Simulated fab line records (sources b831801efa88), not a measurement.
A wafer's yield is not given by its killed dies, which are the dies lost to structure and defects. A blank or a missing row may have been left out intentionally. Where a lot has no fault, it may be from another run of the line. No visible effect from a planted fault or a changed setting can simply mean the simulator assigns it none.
Which tool did it? :: flow gf180mcu :: Sampling: 14 lots, 42 wafers, 4 of 602 route steps

## WHAT THE GAUGES SHOWED, per wafer
GF_POLY_GATE_THK_MEAS_17.
lot: L325
measured: day 9 12:32
on: film metro-01
POLY_GATE_OXIDATION_THK (nm): 3.97 4.04 3.94

lot: L326
measured: day 9 13:49
on: film metro-04
POLY_GATE_OXIDATION_THK (nm): 4.07 4.05 4.13

lot: L327
measured: day 9 23:15
on: film metro-04
POLY_GATE_OXIDATION_THK (nm): 4.01 4.02 4.02

lot: L328
measured: day 10 06:35
on: film metro-02
POLY_GATE_OXIDATION_THK (nm): 4.02 3.98 3.92

lot: L331
measured: day 11 04:47
on: film metro-02
POLY_GATE_OXIDATION_THK (nm): 4.09 4.13 3.98

lot: L333
measured: day 11 12:50
on: film metro-02
POLY_GATE_OXIDATION_THK (nm): 4.02 4.09 4.10

lot: L334
measured: day 12 03:47
on: film metro-01
POLY_GATE_OXIDATION_THK (nm): 3.93 3.95 4.00

lot: L336
measured: day 12 13:26
on: film metro-04
POLY_GATE_OXIDATION_THK (nm): 3.91 4.01 3.93

lot: L338
measured: day 13 08:08
on: film metro-02
POLY_GATE_OXIDATION_THK (nm): 3.92 3.94 4.02

lot: L339
measured: day 13 13:21
on: film metro-01
POLY_GATE_OXIDATION_THK (nm): 4.02 4.00 3.98

lot: L340
measured: day 13 19:46
on: film metro-02
POLY_GATE_OXIDATION_THK (nm): 3.87 3.82 3.85

lot: L341
measured: day 14 03:16
on: film metro-04
POLY_GATE_OXIDATION_THK (nm): 3.89 3.85 3.93

lot: L344
measured: day 14 22:47
on: film metro-02
POLY_GATE_OXIDATION_THK (nm): 4.06 3.97 4.05

lot: L345
measured: day 15 10:31
on: film metro-04
POLY_GATE_OXIDATION_THK (nm): 4.05 4.05 4.10

GF_HV_LDD_TW_MEAS_50.
lot: L325
measured: day 12 15:38
on: film metro-01
HV_LDD_4_TW: 582 581 583

lot: L326
measured: day 12 16:50
on: film metro-03
HV_LDD_4_TW: 569 567 566

lot: L327
measured: day 13 05:16
on: film metro-02
HV_LDD_4_TW: 572 568 573

lot: L328
measured: day 13 12:34
on: film metro-02
HV_LDD_4_TW: 569 572 570

lot: L331
measured: day 14 12:03
on: film metro-03
HV_LDD_4_TW: 570 572 566

lot: L333
measured: day 14 21:03
on: film metro-03
HV_LDD_4_TW: 567 567 569

lot: L334
measured: day 15 15:56
on: film metro-03
HV_LDD_4_TW: 569 572 569

lot: L336
measured: day 16 03:01
on: film metro-02
HV_LDD_4_TW: 571 573 570

lot: L338
measured: day 16 22:43
on: film metro-02
HV_LDD_4_TW: 574 573 572

lot: L339
measured: day 17 02:51
on: film metro-03
HV_LDD_4_TW: 569 573 572

lot: L340
measured: day 17 13:23
on: film metro-02
HV_LDD_4_TW: 570 572 571

lot: L341
measured: day 17 21:04
on: film metro-02
HV_LDD_4_TW: 572 570 571

lot: L344
measured: day 18 16:46
on: film metro-01
HV_LDD_4_TW: 580 576 573

lot: L345
measured: day 19 06:23
on: film metro-01
HV_LDD_4_TW: 585 583 585

GF_NSD_OVL_MEAS_08.
lot: L325
measured: day 13 14:07
on: overlay-02
NSD_OVL (nm): 3.4 2.6 0.7

lot: L326
measured: day 13 15:10
on: overlay-02
NSD_OVL (nm): 2.4 1.5 0.9

lot: L327
measured: day 14 04:28
on: overlay-02
NSD_OVL (nm): 3.5 0.4 1.1

lot: L328
measured: day 14 11:16
on: overlay-02
NSD_OVL (nm): 1.6 0.1 1.0

lot: L331
measured: day 15 12:16
on: overlay-02
NSD_OVL (nm): 2.7 2.0 1.0

lot: L333
measured: day 15 22:58
on: overlay-01
NSD_OVL (nm): 1.0 1.8 0.4

lot: L334
measured: day 16 15:54
on: overlay-01
NSD_OVL (nm): -1.3 -0.5 0.6

lot: L336
measured: day 17 04:20
on: overlay-01
NSD_OVL (nm): -0.3 -0.7 0.3

lot: L338
measured: day 18 02:07
on: overlay-01
NSD_OVL (nm): -1.0 -2.1 -2.1

lot: L339
measured: day 18 05:01
on: overlay-02
NSD_OVL (nm): 0.9 2.9 1.9

lot: L340
measured: day 18 15:51
on: overlay-02
NSD_OVL (nm): -0.7 -0.4 -1.1

lot: L341
measured: day 19 00:17
on: overlay-02
NSD_OVL (nm): -0.5 1.1 -1.5

lot: L344
measured: day 19 19:31
on: overlay-01
NSD_OVL (nm): 0.6 0.7 1.4

lot: L345
measured: day 20 09:48
on: overlay-02
NSD_OVL (nm): -0.7 -0.4 -0.2

## WHICH TOOL RAN EACH LOT (tool, then ch and the chambers of the sampled wafers, then the start)
lot: L325
GF_HV_LDD_ETCHBACK_58: rie diel-01 ch 0,1,3, day 12 18:29

lot: L326
GF_HV_LDD_ETCHBACK_58: rie diel-04 ch 0,2,3, day 12 19:55

lot: L327
GF_HV_LDD_ETCHBACK_58: rie diel-02 ch 1,2,3, day 13 08:07

lot: L328
GF_HV_LDD_ETCHBACK_58: rie diel-04 ch 2,3, day 13 15:26

lot: L331
GF_HV_LDD_ETCHBACK_58: rie diel-02 ch 0,1,2, day 14 14:55

lot: L333
GF_HV_LDD_ETCHBACK_58: rie diel-04 ch 1,2,3, day 15 00:43

lot: L334
GF_HV_LDD_ETCHBACK_58: rie diel-02 ch 0,1, day 15 18:47

lot: L336
GF_HV_LDD_ETCHBACK_58: rie diel-01 ch 1,3, day 16 05:53

lot: L338
GF_HV_LDD_ETCHBACK_58: rie diel-04 ch 0,1,3, day 17 02:06

lot: L339
GF_HV_LDD_ETCHBACK_58: rie diel-02 ch 0,1,3, day 17 05:43

lot: L340
GF_HV_LDD_ETCHBACK_58: rie diel-04 ch 0,1,3, day 17 16:14

lot: L341
GF_HV_LDD_ETCHBACK_58: rie diel-04 ch 1,2,3, day 18 00:02

lot: L344
GF_HV_LDD_ETCHBACK_58: rie diel-01 ch 1,2,3, day 18 19:37

lot: L345
GF_HV_LDD_ETCHBACK_58: rie diel-01 ch 0,1,3, day 19 09:17
- GF_HV_LDD_ETCHBACK_58: etches Si3N4 in CH3F/O2, stops on SiO2, time 100 s, target depth 90 nm.

## AS READ BY THE TOOLS THEMSELVES (means over the sampled wafers that have a number; for cases with no such wafer, the mark the record gives instead)
GF_HV_LDD_ETCHBACK_58.
lot: L325
tool: rie diel-01
drypump motor current A (A): 5.9
oes product au (a.u.): 0.845
rf fwd power W (W): 397.5
throttle valve pct (%): 10.573

lot: L326
tool: rie diel-04
drypump motor current A (A): 6.4
oes product au (a.u.): 0.840
rf fwd power W (W): 397.6
throttle valve pct (%): 10.557

lot: L327
tool: rie diel-02
drypump motor current A (A): 6.0
oes product au (a.u.): 0.846
rf fwd power W (W): 396.7
throttle valve pct (%): 10.565

lot: L328
tool: rie diel-04
drypump motor current A (A): 6.3
oes product au (a.u.): 0.831
rf fwd power W (W): 398.4
throttle valve pct (%): 10.555

lot: L331
tool: rie diel-02
drypump motor current A (A): 6.0
oes product au (a.u.): 0.839
rf fwd power W (W): 397.3
throttle valve pct (%): 10.567

lot: L333
tool: rie diel-04
drypump motor current A (A): 6.3
oes product au (a.u.): 0.837
rf fwd power W (W): 396.9
throttle valve pct (%): 10.557

lot: L334
tool: rie diel-02
drypump motor current A (A): 5.8
oes product au (a.u.): 0.843
rf fwd power W (W): 397.4
throttle valve pct (%): 10.563

lot: L336
tool: rie diel-01
drypump motor current A (A): 6.1
oes product au (a.u.): 0.855
rf fwd power W (W): 394.8
throttle valve pct (%): 10.556

lot: L338
tool: rie diel-04
drypump motor current A (A): 6.3
oes product au (a.u.): 0.848
rf fwd power W (W): 397.3
throttle valve pct (%): 10.557

lot: L339
tool: rie diel-02
drypump motor current A (A): 5.8
oes product au (a.u.): 0.848
rf fwd power W (W): 398.3
throttle valve pct (%): 10.544

lot: L340
tool: rie diel-04
drypump motor current A (A): 6.3
oes product au (a.u.): 0.849
rf fwd power W (W): 421.5
throttle valve pct (%): 10.564

lot: L341
tool: rie diel-04
drypump motor current A (A): 6.3
oes product au (a.u.): 0.843
rf fwd power W (W): 419.6
throttle valve pct (%): 10.560

lot: L344
tool: rie diel-01
drypump motor current A (A): 5.6
oes product au (a.u.): 0.841
rf fwd power W (W): 397.6
throttle valve pct (%): 10.564

lot: L345
tool: rie diel-01
drypump motor current A (A): 5.9
oes product au (a.u.): 0.843
rf fwd power W (W): 396.8
throttle valve pct (%): 10.553

## THE ANSWER, worked out from the rows above alone
Rule: what is usual is taken from the lots themselves. Put in order of their means at a reading, lots are off if they are a third of the lots or fewer, leave a main group of 4 or more, and stand apart from it by a gap of 3 or more times the standard deviation of the main group's means; of several such gaps the widest counts. Not used: any main group whose means are identical at the precision the tables above print for the reading. A lot without any number at a reading at which 4 lots or more have one is off too. Any other lot the step has rows for is counted as sound. The gauges are gone through in route order, then the tools' own readings, and for those a lot's mean is taken as printed above. The first step at which some lot is off is used, and at that step the reading that is off furthest; a lot without a number counts as furthest.
Off: L340, L341 (GF_HV_LDD_ETCHBACK_58, rf fwd power W). The main group has a mean of 397.2 W with a standard deviation of 0.88.
A tool fits if, at that step or a process step before it, it ran every lot that is off, and no sound lot after the first of them. One fits: GF_HV_LDD_ETCHBACK_58 on rie diel-04. A fault onset in the window from L338 (day 17 02:06, its last sound lot) to L340 (day 17 16:14, its first lot off) fits.
On the lots that are off, the tool's own readings at GF_HV_LDD_ETCHBACK_58 differ by more than 5 times the standard deviation of the sound lots' means, which bears it out; rf fwd power W reads 420.6 W there versus 397.2 W on the sound lots.

## WHAT HAD BEEN PUT IN BY THE SIMULATOR
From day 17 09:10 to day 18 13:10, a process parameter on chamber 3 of rie diel-04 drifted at GF_HV_LDD_ETCHBACK_58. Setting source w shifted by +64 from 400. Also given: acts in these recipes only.
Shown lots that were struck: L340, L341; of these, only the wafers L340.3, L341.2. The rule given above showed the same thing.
